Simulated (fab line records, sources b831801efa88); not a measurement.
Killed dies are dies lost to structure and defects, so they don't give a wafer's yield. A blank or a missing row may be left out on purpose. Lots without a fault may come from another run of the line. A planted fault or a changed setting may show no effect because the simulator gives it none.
One fault seen from 2 desks | flow sfq_line | each desk has only its own numbers; what lay behind them comes last

THE METROLOGY DESK
What the gauges read, lot by lot, whatever tool the lot ran on: means of the sampled wafers that have a number. A lot is out of limits, marked OUT, if its mean lies more than 4 standard deviations from the usual mean; the brackets give that distance.
Columns: A = M5_OVL at SFQ_M5_OVL_MEAS_932, usual 0 nm
lot  | first seen here | A
L491 | day 57 21:44    | 3
L493 | day 58 01:20    | -2
L499 | day 60 20:05    | 6
L508 | day 62 22:43    | 3
L511 | day 63 20:07    | -9
L512 | day 64 02:22    | 7
This desk's finding: nothing out of limits on any of the 6 lots.

THE TOOL OWNER'S DESK: pvd_sputter-03
The tool's own readings at SFQ_TRILAYER_R5_DEP_SPUTTER_132 (material Ti, target thk 5 nm, time 5 s): means of the sampled wafers that have a number, for each lot that ran on this tool. A lot is out of limits, marked OUT, if its mean lies more than 4 standard deviations from the usual mean; the brackets give that distance.
Columns: A = throttle_valve_pct at SFQ_TRILAYER_R5_DEP_SPUTTER_132, usual 30.8 %
lot  | first seen here | A
L499 | day 61 01:26    | 30.8
L508 | day 63 04:13    | 31.2
L511 | day 64 01:28    | 30.8
This desk's finding: nothing out of limits on any of the 3 lots.

PUT TOGETHER
The metrology desk saw nothing out of limits.
The tool owner's desk saw nothing out of limits.

WHAT THE SIMULATOR HAD PUT IN
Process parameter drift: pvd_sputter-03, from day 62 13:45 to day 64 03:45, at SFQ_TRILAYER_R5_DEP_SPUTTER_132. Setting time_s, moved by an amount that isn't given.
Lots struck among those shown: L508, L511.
